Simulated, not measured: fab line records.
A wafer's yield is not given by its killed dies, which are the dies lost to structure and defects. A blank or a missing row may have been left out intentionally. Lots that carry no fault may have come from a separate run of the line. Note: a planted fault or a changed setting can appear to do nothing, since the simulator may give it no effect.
Which of the tools did it? / flow sky130 / 12 lots, 36 wafers sampled, at 4 steps of a route of 708

WHAT THE GAUGES READ, wafer by wafer
SKY_LDD_P_CD_MEAS_07: target cd 380 nm. Usual: cd_nm reads 379.4 nm (standard deviation 2.4).
lot=L745; measured=day 18 21:30; on=cd_sem-01; cd_nm (nm)=379.0 379.5 380.6; flag=
lot=L746; measured=day 18 22:20; on=cd_sem-01; cd_nm (nm)=376.2 378.0 375.4; flag=
lot=L747; measured=day 18 23:00; on=cd_sem-02; cd_nm (nm)=380.5 379.5 379.2; flag=
lot=L748; measured=day 19 14:26; on=cd_sem-01; cd_nm (nm)=378.0 379.7 380.1; flag=
lot=L749; measured=day 20 03:43; on=cd_sem-01; cd_nm (nm)=379.5 381.6 382.2; flag=
lot=L761; measured=day 25 09:03; on=cd_sem-02; cd_nm (nm)=380.7 380.0 379.7; flag=
lot=L763; measured=day 26 03:18; on=cd_sem-02; cd_nm (nm)=380.4 381.9 379.7; flag=
lot=L764; measured=day 26 04:35; on=cd_sem-02; cd_nm (nm)=377.8 376.6 379.2; flag=
lot=L766; measured=day 26 13:17; on=cd_sem-02; cd_nm (nm)=379.3 378.2 379.8; flag=
lot=L767; measured=day 27 02:42; on=cd_sem-01; cd_nm (nm)=383.2 382.8 382.6; flag=
lot=L768; measured=day 27 10:18; on=cd_sem-01; cd_nm (nm)=380.3 382.1 380.6; flag=

WHAT TOOL EACH LOT RAN ON (gives the tool, then ch and the chambers of the sampled wafers, and finally the start)
lot=L745; SKY_FIELD_ISO_ETCH_15=rie_diel-01 ch 0,2,3, day 2 05:01; SKY_SONOS_ONO_STRIP_17=plasma_asher-01 ch 0,1, day 12 09:29; SKY_POLY_GATE_ETCH_15=rie_diel-03 ch 0,1, day 16 04:37
lot=L746; SKY_FIELD_ISO_ETCH_15=rie_diel-02 ch 0,1,2, day 2 11:10; SKY_SONOS_ONO_STRIP_17=plasma_asher-01 ch 0,1, day 12 17:11; SKY_POLY_GATE_ETCH_15=rie_diel-04 ch 1,3, day 16 07:17
lot=L747; SKY_FIELD_ISO_ETCH_15=rie_diel-04 ch 1,2,3, day 2 15:18; SKY_SONOS_ONO_STRIP_17=plasma_asher-01 ch 0,1, day 12 18:35; SKY_POLY_GATE_ETCH_15=rie_diel-03 ch 2,3, day 16 08:01
lot=L748; SKY_FIELD_ISO_ETCH_15=rie_diel-01 ch 1,2,3, day 2 20:45; SKY_SONOS_ONO_STRIP_17=plasma_asher-04 ch 0,1, day 13 05:34; SKY_POLY_GATE_ETCH_15=rie_diel-04 ch 0,3, day 16 22:38
lot=L749; SKY_FIELD_ISO_ETCH_15=rie_diel-01 ch 1,2,3, day 3 02:21; SKY_SONOS_ONO_STRIP_17=plasma_asher-04 ch 0,1, day 13 15:23; SKY_POLY_GATE_ETCH_15=rie_diel-01 ch 0,1,3, day 17 09:51
lot=L754; SKY_FIELD_ISO_ETCH_15=rie_diel-02 ch 0,1, day 4 02:48; SKY_SONOS_ONO_STRIP_17=plasma_asher-01 ch 0,1, day 15 12:48; SKY_POLY_GATE_ETCH_15=-
lot=L761; SKY_FIELD_ISO_ETCH_15=rie_diel-04 ch 2,3, day 6 02:34; SKY_SONOS_ONO_STRIP_17=plasma_asher-01 ch 0,1, day 18 13:42; SKY_POLY_GATE_ETCH_15=rie_diel-03 ch 0,3, day 22 16:44
lot=L763; SKY_FIELD_ISO_ETCH_15=rie_diel-04 ch 1,2,3, day 6 05:40; SKY_SONOS_ONO_STRIP_17=plasma_asher-03 ch 0,1, day 19 06:12; SKY_POLY_GATE_ETCH_15=rie_diel-04 ch 0,2,3, day 23 13:13
lot=L764; SKY_FIELD_ISO_ETCH_15=rie_diel-04 ch 1,3, day 6 08:43; SKY_SONOS_ONO_STRIP_17=plasma_asher-01 ch 0,1, day 19 11:15; SKY_POLY_GATE_ETCH_15=rie_diel-03 ch 0,2, day 23 14:31
lot=L766; SKY_FIELD_ISO_ETCH_15=rie_diel-02 ch 0,1,3, day 6 17:22; SKY_SONOS_ONO_STRIP_17=plasma_asher-01 ch 0,1, day 19 20:23; SKY_POLY_GATE_ETCH_15=rie_diel-03 ch 1,3, day 23 23:26
lot=L767; SKY_FIELD_ISO_ETCH_15=rie_diel-02 ch 0,2,3, day 6 22:04; SKY_SONOS_ONO_STRIP_17=plasma_asher-03 ch 0,1, day 20 07:18; SKY_POLY_GATE_ETCH_15=rie_diel-03 ch 0,1, day 24 12:55
lot=L768; SKY_FIELD_ISO_ETCH_15=rie_diel-04 ch 2,3, day 7 05:25; SKY_SONOS_ONO_STRIP_17=plasma_asher-01 ch 0,1, day 20 15:08; SKY_POLY_GATE_ETCH_15=rie_diel-01 ch 1,2,3, day 24 19:44
- SKY_FIELD_ISO_ETCH_15: etches the open film in CHF3/O2, stops on Si, target depth 180 nm, time 72 s.
- SKY_SONOS_ONO_STRIP_17: strips in O2/N2.
- SKY_POLY_GATE_ETCH_15: etches BARC in N2/H2, stops on SiO2, time 118.5 s, target depth 110 nm.

AS READ BY THE TOOLS THEMSELVES (means over the sampled wafers that have a number; for cases with no such wafer, the mark the record gives instead)
SKY_FIELD_ISO_ETCH_15. Usual: drypump_motor_current_A 5.7 A, standard deviation 0.52; oes_product_au 0.944 a.u., standard deviation 0.0064; throttle_valve_pct 8.844 %, standard deviation 0.0087.
lot=L745; tool=rie_diel-01; drypump_motor_current_A (A)=6.0; oes_product_au (a.u.)=0.943; throttle_valve_pct (%)=8.850; flag=
lot=L746; tool=rie_diel-02; drypump_motor_current_A (A)=5.6; oes_product_au (a.u.)=0.947; throttle_valve_pct (%)=8.849; flag=
lot=L747; tool=rie_diel-04; drypump_motor_current_A (A)=5.4; oes_product_au (a.u.)=0.936; throttle_valve_pct (%)=8.839; flag=
lot=L748; tool=rie_diel-01; drypump_motor_current_A (A)=5.9; oes_product_au (a.u.)=0.952; throttle_valve_pct (%)=8.843; flag=
lot=L749; tool=rie_diel-01; drypump_motor_current_A (A)=6.0; oes_product_au (a.u.)=0.946; throttle_valve_pct (%)=8.845; flag=
lot=L754; tool=rie_diel-02; drypump_motor_current_A (A)=5.3; oes_product_au (a.u.)=0.939; throttle_valve_pct (%)=8.846; flag=
lot=L761; tool=rie_diel-04; drypump_motor_current_A (A)=5.2; oes_product_au (a.u.)=0.943; throttle_valve_pct (%)=8.836; flag=
lot=L763; tool=rie_diel-04; drypump_motor_current_A (A)=5.4; oes_product_au (a.u.)=0.936; throttle_valve_pct (%)=8.848; flag=
lot=L764; tool=rie_diel-04; drypump_motor_current_A (A)=5.4; oes_product_au (a.u.)=0.936; throttle_valve_pct (%)=8.840; flag=
lot=L766; tool=rie_diel-02; drypump_motor_current_A (A)=5.7; oes_product_au (a.u.)=0.950; throttle_valve_pct (%)=8.850; flag=
lot=L767; tool=rie_diel-02; drypump_motor_current_A (A)=5.5; oes_product_au (a.u.)=0.939; throttle_valve_pct (%)=8.845; flag=
lot=L768; tool=rie_diel-04; drypump_motor_current_A (A)=5.4; oes_product_au (a.u.)=0.944; throttle_valve_pct (%)=8.841; flag=

SKY_SONOS_ONO_STRIP_17. Usual: drypump_motor_current_A 6.2 A, standard deviation 0.47; oes_product_au 0.711 a.u., standard deviation 0.0043; strip_time_to_endpoint_s 14.11 s, standard deviation 0.039.
lot=L745; tool=plasma_asher-01; drypump_motor_current_A (A)=6.4; oes_product_au (a.u.)=0.710; strip_time_to_endpoint_s (s)=14.12; flag=
lot=L746; tool=plasma_asher-01; drypump_motor_current_A (A)=6.4; oes_product_au (a.u.)=0.712; strip_time_to_endpoint_s (s)=14.13; flag=
lot=L747; tool=plasma_asher-01; drypump_motor_current_A (A)=6.4; oes_product_au (a.u.)=0.710; strip_time_to_endpoint_s (s)=14.05; flag=
lot=L748; tool=plasma_asher-04; drypump_motor_current_A (A)=6.2; oes_product_au (a.u.)=0.712; strip_time_to_endpoint_s (s)=14.11; flag=
lot=L749; tool=plasma_asher-04; drypump_motor_current_A (A)=6.2; oes_product_au (a.u.)=0.711; strip_time_to_endpoint_s (s)=14.06; flag=
lot=L754; tool=plasma_asher-01; drypump_motor_current_A (A)=6.3; oes_product_au (a.u.)=0.930; strip_time_to_endpoint_s (s)=-; flag=OFF
lot=L761; tool=plasma_asher-01; drypump_motor_current_A (A)=6.4; oes_product_au (a.u.)=0.705; strip_time_to_endpoint_s (s)=14.15; flag=
lot=L763; tool=plasma_asher-03; drypump_motor_current_A (A)=6.2; oes_product_au (a.u.)=0.707; strip_time_to_endpoint_s (s)=14.12; flag=
lot=L764; tool=plasma_asher-01; drypump_motor_current_A (A)=6.4; oes_product_au (a.u.)=0.710; strip_time_to_endpoint_s (s)=14.15; flag=
lot=L766; tool=plasma_asher-01; drypump_motor_current_A (A)=6.4; oes_product_au (a.u.)=0.710; strip_time_to_endpoint_s (s)=14.04; flag=
lot=L767; tool=plasma_asher-03; drypump_motor_current_A (A)=6.1; oes_product_au (a.u.)=0.710; strip_time_to_endpoint_s (s)=14.09; flag=
lot=L768; tool=plasma_asher-01; drypump_motor_current_A (A)=6.4; oes_product_au (a.u.)=0.711; strip_time_to_endpoint_s (s)=14.08; flag=

SKY_POLY_GATE_ETCH_15. Usual: drypump_motor_current_A 5.6 A, standard deviation 0.58; oes_product_au 0.717 a.u., standard deviation 0.0048; throttle_valve_pct 13.212 %, standard deviation 0.0088.
lot=L745; tool=rie_diel-03; drypump_motor_current_A (A)=5.7; oes_product_au (a.u.)=0.720; throttle_valve_pct (%)=13.218; flag=
lot=L746; tool=rie_diel-04; drypump_motor_current_A (A)=5.4; oes_product_au (a.u.)=0.719; throttle_valve_pct (%)=13.211; flag=
lot=L747; tool=rie_diel-03; drypump_motor_current_A (A)=5.0; oes_product_au (a.u.)=0.716; throttle_valve_pct (%)=13.210; flag=
lot=L748; tool=rie_diel-04; drypump_motor_current_A (A)=5.6; oes_product_au (a.u.)=0.719; throttle_valve_pct (%)=13.211; flag=
lot=L749; tool=rie_diel-01; drypump_motor_current_A (A)=6.2; oes_product_au (a.u.)=0.720; throttle_valve_pct (%)=13.210; flag=
lot=L761; tool=rie_diel-03; drypump_motor_current_A (A)=5.6; oes_product_au (a.u.)=0.713; throttle_valve_pct (%)=13.206; flag=
lot=L763; tool=rie_diel-04; drypump_motor_current_A (A)=5.5; oes_product_au (a.u.)=0.717; throttle_valve_pct (%)=13.216; flag=
lot=L764; tool=rie_diel-03; drypump_motor_current_A (A)=5.7; oes_product_au (a.u.)=0.718; throttle_valve_pct (%)=13.215; flag=
lot=L766; tool=rie_diel-03; drypump_motor_current_A (A)=5.1; oes_product_au (a.u.)=0.718; throttle_valve_pct (%)=13.211; flag=
lot=L767; tool=rie_diel-03; drypump_motor_current_A (A)=5.4; oes_product_au (a.u.)=0.721; throttle_valve_pct (%)=13.212; flag=
lot=L768; tool=rie_diel-01; drypump_motor_current_A (A)=6.0; oes_product_au (a.u.)=0.717; throttle_valve_pct (%)=13.214; flag=

THE ANSWER, worked out from the rows above alone
Rule: a lot is off if the mean of its wafers that have a number lies more than 3 standard deviations from the usual mean. A lot without any number at a reading at which 4 lots or more have one is off too. Any other lot the step has rows for is counted as sound. First the gauges in route order, then the tools' own readings, where a lot's mean is used as printed above. The first step at which some lot is off is used, and at that step the reading that is off furthest; a lot without a number counts as furthest.
Off at SKY_SONOS_ONO_STRIP_17 (strip_time_to_endpoint_s): L754. Without a number there: L754.
If a tool, at that step or one of the process steps before it, ran each lot that is off and ran no sound lot following the first of them, it fits. No candidate that was tried fits.

WHAT WAS PUT IN BY THE SIMULATOR
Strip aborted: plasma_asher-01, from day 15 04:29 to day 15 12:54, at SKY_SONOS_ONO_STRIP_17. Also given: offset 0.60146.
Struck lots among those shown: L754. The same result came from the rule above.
